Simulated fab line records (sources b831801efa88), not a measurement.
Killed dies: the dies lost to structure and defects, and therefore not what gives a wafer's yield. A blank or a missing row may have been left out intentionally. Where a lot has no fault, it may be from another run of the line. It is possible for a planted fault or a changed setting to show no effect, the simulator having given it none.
Chamber matching + flow sky130 + 4 sister chambers for SKY_LI_CONTACT_CMP_24 on cmp-02
The step polishes, stops on PSG, t overpolish 20 s, target thk 0 nm. 18 wafers are shown with their chamber, then 9 later ones without.

## WAFERS PAIRED WITH THEIR CHAMBERS
| wafer  | chamber | motor-current-A (A) | time-to-endpoint-s (s) | overpolish-run-s (s) |
|--------|---------|---------------------|------------------------|----------------------|
| L420.3 | 1       | 11.6                | 96                     | 20.004               |
| L420.4 | 0       | 12.0                | 98                     | 20.002               |
| L420.5 | 3       | 12.2                | 95                     | 19.980               |
| L421.4 | 1       | 11.6                | 95                     | 20.008               |
| L421.5 | 1       | 11.4                | 94                     | 20.006               |
| L421.6 | 2       | 9.9                 | 104                    | 19.995               |
| L422.1 | 3       | 11.7                | 100                    | 20.008               |
| L422.3 | 0       | 11.6                | 101                    | 20.005               |
| L422.5 | 3       | 11.7                | 97                     | 20.001               |
| L425.1 | 2       | 10.5                | 98                     | 20.007               |
| L425.3 | 0       | 12.5                | 90                     | 20.000               |
| L425.5 | 1       | 11.6                | 92                     | 19.999               |
| L434.1 | 1       | 11.5                | 95                     | 19.980               |
| L434.2 | 0       | 13.1                | 93                     | 19.991               |
| L434.4 | 3       | 11.4                | 95                     | 20.016               |
| L435.2 | 2       | 10.5                | 99                     | 20.004               |
| L435.4 | 0       | 11.8                | 95                     | 19.988               |
| L435.5 | 0       | 12.8                | 95                     | 20.001               |

SIGNATURES (means of the wafers above)
| reading            | chamber 0 | chamber 1 | chamber 2 | chamber 3 | scatter within a chamber |
|--------------------|-----------|-----------|-----------|-----------|--------------------------|
| motor-current-A    | 12.300    | 11.540    | 10.300    | 11.750    | 0.411                    |
| time-to-endpoint-s | 95.33     | 94.40     | 100.33    | 96.75     | 2.93                     |
| overpolish-run-s   | 19.99783  | 19.99940  | 20.00200  | 20.00125  | 0.0105                   |
Rule: for a wafer and a chamber, the distance is found by dividing, reading by reading, the gap between the wafer's reading and the chamber's mean by the reading's scatter, squaring, summing and taking the root. The wafer belongs to the nearest chamber; if the next one is less than 2 further off, it can't be placed. How the scatter is found: for the shown wafers, subtract from each reading the mean of its chamber, square and add these, divide the total by (wafers less chambers), then take the root.

## WAFERS MISSING THEIR CHAMBER
| wafer  | motor-current-A (A) | time-to-endpoint-s (s) | overpolish-run-s (s) |
|--------|---------------------|------------------------|----------------------|
| L438.1 | 10.0                | 105                    | 20.009               |
| L438.5 | 10.1                | 103                    | 20.006               |
| L438.6 | 11.4                | 104                    | 19.991               |
| L437.1 | 10.3                | 103                    | 20.010               |
| L437.2 | 12.5                | 93                     | 20.010               |
| L437.3 | 11.3                | 97                     | 19.990               |
| L441.2 | 10.7                | 103                    | 20.008               |
| L441.3 | 12.5                | 99                     | 20.009               |
| L441.5 | 12.2                | 97                     | 20.003               |

## CHAMBER TAKEN BY EACH
| wafer  | from the rows above               | in truth |
|--------|-----------------------------------|----------|
| L438.1 | 2                                 | 2        |
| L438.5 | 2                                 | 2        |
| L438.6 | can't be placed: 3 or 2 or 1 or 0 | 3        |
| L437.1 | 2                                 | 2        |
| L437.2 | can't be placed: 0 or 3 or 1      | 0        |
| L437.3 | can't be placed: 1 or 3 or 0 or 2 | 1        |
| L441.2 | can't be placed: 2 or 3           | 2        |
| L441.3 | can't be placed: 0 or 3 or 1      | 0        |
| L441.5 | can't be placed: 0 or 3 or 1      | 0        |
3 of 9 placed correctly. These rows do not allow placing 6 (true chamber among the candidates in 6). Placed wrongly: 0.
